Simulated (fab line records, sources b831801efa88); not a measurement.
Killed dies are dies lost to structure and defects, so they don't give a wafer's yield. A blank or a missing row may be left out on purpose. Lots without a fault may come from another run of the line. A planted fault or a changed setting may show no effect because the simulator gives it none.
fab line records | flow sky130
record lots=11 wafers=33 last_day=50
route steps=708 shown FIELD_ISO@3 POLY_GATE@235 LDD_N@244 SD_N@351
lots that met no fault: from a run of the same line without faults
start_h: hours from the record's first day to the start of the lot's first wafer shown | wait_h: hours since the lot's step before | " the same as in the row above | L1.1+2: a row that stands for several wafers | - no value, or no start given | * or withheld: withheld | < > ~ a bound
route shown NAME@n: a module of which the file shows steps, and the number in the route of the first | usual: mean/standard deviation of fault-free wafers | same: alike in all rows | chamber/n: place in a boat | sites: the reading at each site | _std_site: their standard deviation | _edge_site: outer sites' mean less inner sites' | radius_mm: how far each site lies from the wafer's centre | mask NAME#n: copy n | behind: the tool/chamber that last shaped the wafer | hold: why the lot was held/for how many hours/how that ended | device: the transistor (n, p or np) that didn't switch | end of line: the same wafers' tests at the end of the route | a step without rows: its recipe alone | killed: dies lost to structure and defects at the first sort, not the wafer's yield | map: a wafer's dies, x killed, . not, _ none there
set.NAME: the setting as run; set.NAME@STEP: as run at that earlier step | model.NAME: the simulator's own value behind a step, which no gauge read
steps of the route over a sample of lots; a table a step, a row a wafer
services: from which hour (start_h, from the record's first day; less than 0 if before it) a tool's chamber was out of use, for how many hours, and why
## steps
# step SKY_FIELD_ISO_THK_MEAS_02
# recipe reads=SiO2_of_FIELD_ISO_OXIDATION_01
# usual FIELD_ISO_OXIDATION_00_THK=11.90/0.23
# columns lot.wafer tool chamber start_h wait_h FIELD_ISO_OXIDATION_00_THK[nm]
L124.1 film_metro-02 - 16.63 0.0 11.33
L124.4 " - " " 11.32
L124.5 " - " " 11.36
L125.1 film_metro-04 - 22.82 0.0 11.79
L125.4 " - " " 11.62
L125.6 " - " " 11.79
L127.2 film_metro-02 - 32.23 0.0 11.62
L127.5 " - " " 11.79
L127.6 " - " " 11.83
L128.1 film_metro-01 - 36.64 0.0 11.60
L128.2 " - " " 11.49
L128.6 " - " " 11.57
L129.1 film_metro-01 - 42.48 0.0 11.80
L129.3 " - " " 12.12
L129.4 " - " " 11.97
L135.2 film_metro-02 - 72.86 0.0 11.92
L135.3 " - " " 11.73
L135.4 " - " " 11.78
L136.2 film_metro-01 - 77.94 0.0 11.72
L136.4 " - " " 11.80
L136.5 " - " " 11.73
L142.2 film_metro-01 - 106.69 0.0 11.75
L142.3 " - " " 11.91
L142.6 " - " " 11.84
L143.2 film_metro-04 - 111.64 0.0 12.00
L143.5 " - " " 11.98
L143.6 " - " " 12.06
L145.3 film_metro-02 - 121.65 0.0 11.94
L145.5 " - " " 12.09
L145.6 " - " " 12.06
L146.1 film_metro-01 - 128.64 0.0 12.26
L146.3 " - " " 12.31
L146.5 " - " " 12.23
# step SKY_POLY_GATE_THK_MEAS_21
# recipe reads=SiO2_of_POLY_GATE_OXIDATION_20
# usual POLY_GATE_OXIDATION_THK=4.01/0.088
# columns lot.wafer tool chamber start_h wait_h POLY_GATE_OXIDATION_THK[nm]
L124.1 film_metro-01 - 379.82 0.0 3.95
L124.4 " - " " 3.87
L124.5 " - " " 3.85
L125.1 film_metro-01 - 407.05 0.0 3.99
L125.4 " - " " 4.11
L125.6 " - " " 4.03
L128.1 film_metro-01 - 432.97 0.0 3.88
L128.2 " - " " 3.96
L128.6 " - " " 3.97
L127.2 film_metro-03 - 432.98 0.0 3.84
L127.5 " - " " 3.84
L127.6 " - " " 4.00
L129.1 film_metro-04 - 434.28 0.0 4.10
L129.3 " - " " 4.08
L129.4 " - " " 4.00
L135.2 film_metro-03 - 472.24 0.0 4.00
L135.3 " - " " 4.06
L135.4 " - " " 4.05
L136.2 film_metro-04 - 479.33 0.0 3.99
L136.4 " - " " 3.94
L136.5 " - " " 3.96
L142.2 film_metro-04 - 544.33 0.0 4.12
L142.3 " - " " 4.11
L142.6 " - " " 4.06
L143.2 film_metro-01 - 550.62 0.0 3.96
L143.5 " - " " 3.95
L143.6 " - " " 3.96
L145.3 film_metro-03 - 553.40 0.0 4.23
L145.5 " - " " 4.28
L145.6 " - " " 4.23
L146.1 film_metro-04 - 556.04 0.0 4.09
L146.3 " - " " 4.14
L146.5 " - " " 4.21
# step SKY_LDD_N_OVL_MEAS_07
# usual LDD_N_OVL=0.9/1.2
# columns lot.wafer tool chamber start_h wait_h LDD_N_OVL[nm]
L124.1 overlay-01 - 408.52 0.1 1.4
L124.4 " - " " 1.0
L124.5 " - " " 1.8
L125.1 overlay-01 - 436.47 0.1 -0.5
L125.4 " - " " -0.1
L125.6 " - " " -1.1
L127.2 overlay-02 - 464.48 0.1 2.5
L127.5 " - " " 2.0
L127.6 " - " " 0.0
L128.1 overlay-01 - 464.77 0.1 2.0
L128.2 " - " " 0.8
L128.6 " - " " 2.9
L129.1 overlay-02 - 465.67 0.1 1.3
L129.3 " - " " 0.7
L129.4 " - " " 1.1
L135.2 overlay-01 - 511.06 0.1 2.3
L135.3 " - " " 2.3
L135.4 " - " " 2.3
L136.2 overlay-02 - 515.47 0.1 1.2
L136.4 " - " " -0.5
L136.5 " - " " -0.6
L142.2 overlay-02 - 573.18 0.1 -0.2
L142.3 " - " " 0.5
L142.6 " - " " 1.0
L143.2 overlay-01 - 579.67 0.1 0.0
L143.5 " - " " 1.1
L143.6 " - " " -0.5
L145.3 overlay-01 - 582.08 0.1 0.3
L145.5 " - " " 1.6
L145.6 " - " " 0.8
L146.1 overlay-01 - 585.21 0.1 1.1
L146.3 " - " " 0.7
L146.5 " - " " -0.8
# step SKY_SD_N_IMPLANT_09
# recipe species=As energy_kev=50 dose_cm2=4e+15 tilt_deg=0
# usual beam_on_s=19.7/0.93 end_station_pressure_torr=1.24e-05/8e-07
# columns lot.wafer tool chamber start_h wait_h beam_on_s end_station_pressure_torr
L124.1 implanter-04 0 655.05 0.1 18.5 1.43e-05
L124.4 " 0 " " 17.9 1.16e-05
L124.5 " 0 " " 17.4 1.24e-05
L125.1 implanter-03 0 684.02 0.0 20.6 1.19e-05
L125.4 " 0 " " 20.6 1.21e-05
L125.6 " 0 " " 21.0 1.23e-05
L127.2 implanter-04 0 696.80 0.0 18.3 1.44e-05
L127.5 " 0 " " 18.0 1.18e-05
L127.6 " 0 " " 18.5 1.29e-05
L128.1 implanter-03 0 697.08 0.0 20.1 1.19e-05
L128.2 " 0 " " 21.4 1.23e-05
L128.6 " 0 " " 19.9 1.35e-05
L129.1 implanter-01 0 710.82 0.0 20.7 1.34e-05
L129.3 " 0 " " 19.7 1.14e-05
L129.4 " 0 " " 19.4 1.11e-05
L135.2 implanter-01 0 741.80 0.0 23.1 5.25e-05
L135.3 " 0 " " 23.1 5.31e-05
L135.4 " 0 " " 21.7 5.54e-05
L136.2 implanter-01 0 749.68 0.0 22.4 5.17e-05
L136.4 " 0 " " 23.0 5.09e-05
L136.5 " 0 " " 22.5 5.63e-05
L142.2 implanter-03 0 795.05 0.0 19.7 1.17e-05
L142.3 " 0 " " 19.5 1.26e-05
L142.6 " 0 " " 20.4 1.22e-05
L143.2 implanter-04 0 807.98 0.0 18.1 1.33e-05
L143.5 " 0 " " 18.1 1.26e-05
L143.6 " 0 " " 17.9 1.4e-05
L145.3 implanter-03 0 808.38 0.1 20.3 1.17e-05
L145.5 " 0 " " 20.8 1.26e-05
L145.6 " 0 " " 20.5 1.14e-05
L146.1 implanter-04 0 811.22 0.0 18.3 1.34e-05
L146.3 " 0 " " 17.6 1.32e-05
L146.5 " 0 " " 18.0 1.25e-05
# step SKY_SD_N_STRIP_11
# recipe chemistry=O2/N2 power_w=1400 pressure_mtorr=1500 platen_temp_c=withheld o2_flow_sccm=3000 n2_flow_sccm=300 overash_fraction=0.5
# usual chamber_pressure_mTorr=1500.0/1.3 drypump_motor_current_A=5.8/0.59 oes_product_au=0.527/0.0043 strip_time_to_endpoint_s=22.56/0.04
# columns lot.wafer tool chamber start_h wait_h chamber_pressure_mTorr drypump_motor_current_A oes_product_au rf_hours_counter_h strip_time_to_endpoint_s
L124.1 plasma_asher-04 0 655.35 0.1 1500.6 6.7 0.531 78 22.53
L124.4 " 1 " " 1499.4 5.0 0.533 - 22.53
L124.5 " 0 " " 1500.6 6.7 0.520 - 22.51
L125.1 plasma_asher-03 1 684.32 0.1 1497.7 5.8 0.522 97 22.57
L125.4 " 0 " " 1498.3 6.2 0.523 - 22.52
L125.6 " 1 " " 1498.4 5.8 0.527 - 22.60
L127.2 plasma_asher-01 0 697.08 0.1 1502.2 6.0 0.531 61 22.62
L127.5 " 1 " " 1501.9 5.3 0.519 - 22.60
L127.6 " 0 " " 1501.5 6.0 0.534 - 22.55
L128.1 plasma_asher-03 0 697.38 0.1 1500.6 6.1 0.517 99 22.61
L128.2 " 1 " " 1499.2 5.8 0.531 99 22.55
L128.6 " 1 " " 1500.1 5.8 0.520 - 22.58
L129.1 plasma_asher-03 1 711.12 0.1 1498.4 5.8 0.519 100 22.55
L129.3 " 1 " " 1498.7 5.8 0.525 - 22.58
L129.4 " 0 " " 1501.0 6.1 0.520 - 22.56
L135.2 plasma_asher-01 1 742.08 0.1 1498.3 5.3 0.520 65 23.01
L135.3 " 0 " " 1503.8 6.0 0.514 - 23.05
L135.4 " 1 " " 1499.8 5.4 0.518 - 22.99
L136.2 plasma_asher-01 1 749.96 0.1 1501.0 5.3 0.528 66 23.06
L136.4 " 1 " " 1499.8 5.3 0.514 - 23.08
L136.5 " 1 " " 1497.2 5.3 0.517 - 23.11
L142.2 plasma_asher-04 0 795.33 0.1 1500.0 6.7 0.531 92 22.57
L142.3 " 0 " " 1499.3 6.7 0.533 - 22.53
L142.6 " 0 " " 1497.9 6.7 0.527 - 22.49
L143.2 plasma_asher-04 0 808.26 0.1 1501.1 6.7 0.525 93 22.64
L143.5 " 0 " " 1499.9 6.7 0.529 - 22.61
L143.6 " 1 " " 1502.3 5.0 0.525 - 22.64
L145.3 plasma_asher-03 1 808.66 0.1 1500.8 5.8 0.529 - 22.59
L145.5 " 1 " " 1499.2 5.8 0.528 - 22.56
L145.6 " 0 " " 1501.7 6.1 0.526 - 22.56
L146.1 plasma_asher-04 0 811.52 0.1 1498.2 6.7 0.523 94 22.60
L146.3 " 1 " " 1500.4 5.0 0.527 - 22.63
L146.5 " 0 " " 1499.1 6.7 0.522 - 22.60
# step SKY_SD_N_RS_MEAS_16
# recipe thk_meas_gauge=four-point-probe
# usual SD_N_RS=68.57/0.11
# columns lot.wafer tool chamber start_h wait_h SD_N_RS[ohm/sq]
L124.1 film_metro-03 - 655.74 0.1 68.54
L124.4 " - " " 68.60
L124.5 " - " " 68.48
L125.1 film_metro-01 - 684.71 0.1 68.66
L125.4 " - " " 68.72
L125.6 " - " " 68.56
L127.2 film_metro-01 - 697.49 0.1 68.49
L127.5 " - " " 68.59
L127.6 " - " " 68.59
L128.1 film_metro-04 - 697.91 0.1 68.50
L128.2 " - " " 68.44
L128.6 " - " " 68.51
L129.1 film_metro-04 - 711.50 0.1 68.49
L129.3 " - " " 68.49
L129.4 " - " " 68.48
L135.2 film_metro-01 - 742.52 0.1 67.44
L135.3 " - " " 67.65
L135.4 " - " " 67.70
L136.2 film_metro-01 - 750.36 0.1 67.60
L136.4 " - " " 67.32
L136.5 " - " " 67.45
L142.2 film_metro-04 - 795.73 0.1 68.35
L142.3 " - " " 68.50
L142.6 " - " " 68.23
L143.2 film_metro-03 - 808.66 0.1 68.65
L143.5 " - " " 68.53
L143.6 " - " " 68.53
L145.3 film_metro-04 - 809.06 0.1 68.60
L145.5 " - " " 68.64
L145.6 " - " " 68.56
L146.1 film_metro-03 - 811.90 0.1 68.42
L146.3 " - " " 68.59
L146.5 " - " " 68.63
## services
# columns tool chamber start_h hours kind
implanter-04 - 633.97 1.7 repair
plasma_asher-03 - 636.09 7.9 repair
implanter-01 - 637.17 26.3 repair
implanter-04 - 638.94 0.8 repair
plasma_asher-01 - 668.11 0.7 repair
plasma_asher-03 - 676.62 2.8 repair
plasma_asher-01 - 680.71 4.0 repair
implanter-01 - 681.42 13.0 repair
implanter-04 - 684.82 1.0 repair
implanter-03 - 693.84 2.0 repair
implanter-04 - 710.69 6.4 repair
implanter-04 - 718.71 2.3 repair
implanter-03 - 725.22 1.3 repair
plasma_asher-03 - 733.75 9.0 pm
plasma_asher-03 0 733.75 9.0 vent_cycle
plasma_asher-03 1 733.75 9.0 vent_cycle
plasma_asher-03 0 742.75 - clean
plasma_asher-03 - 762.16 1.0 repair
implanter-04 - 763.22 3.7 pm
implanter-01 - 769.40 7.7 pm
implanter-04 - 774.23 0.9 repair
implanter-04 - 775.08 5.6 repair
implanter-03 - 775.61 1.7 repair
implanter-03 - 803.71 3.3 repair
## key
first_sign step=SKY_SD_N_IMPLANT_09 reading=end_station_pressure_torr direction=up sigmas=51 usual=1.24e-05 struck=5.33e-05
effect step=SKY_SD_N_IMPLANT_09 reading=beam_on_s direction=up sigmas=3.2 usual=19.7 struck=22.6
effect step=SKY_SD_N_STRIP_11 reading=strip_time_to_endpoint_s direction=up sigmas=12 usual=* struck=*
effect step=SKY_SD_N_RS_MEAS_16 reading=SD_N_RS direction=down sigmas=9.1 usual=68.57 struck=67.53
met_at SKY_SD_N_IMPLANT_09
struck_lots L135,L136
tester_left_out L135,L136
not_acting_at SKY_FIELD_ISO_THK_MEAS_02,SKY_POLY_GATE_THK_MEAS_21,SKY_LDD_N_OVL_MEAS_07
onset_between 710.82 741.80
fault kind=process_parameter_drift tool=implanter-01 chamber=- onset_h=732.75 steps=SKY_SD_N_IMPLANT_09 channel=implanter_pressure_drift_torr offset=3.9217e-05 shape=step end_h=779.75
fault kind=process_parameter_drift tool=implanter-01 chamber=- onset_h=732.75 steps=SKY_SD_N_IMPLANT_09 channel=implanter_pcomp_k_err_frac offset=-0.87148 shape=step end_h=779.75
# tester_left_out: of these lots the tester's yield and bins aren't shown, on N5 and GAA mostly nor the transistor test; their killed dies are dies lost to structure and defects alone, not to doping, threshold or leakage, so they don't give the yield
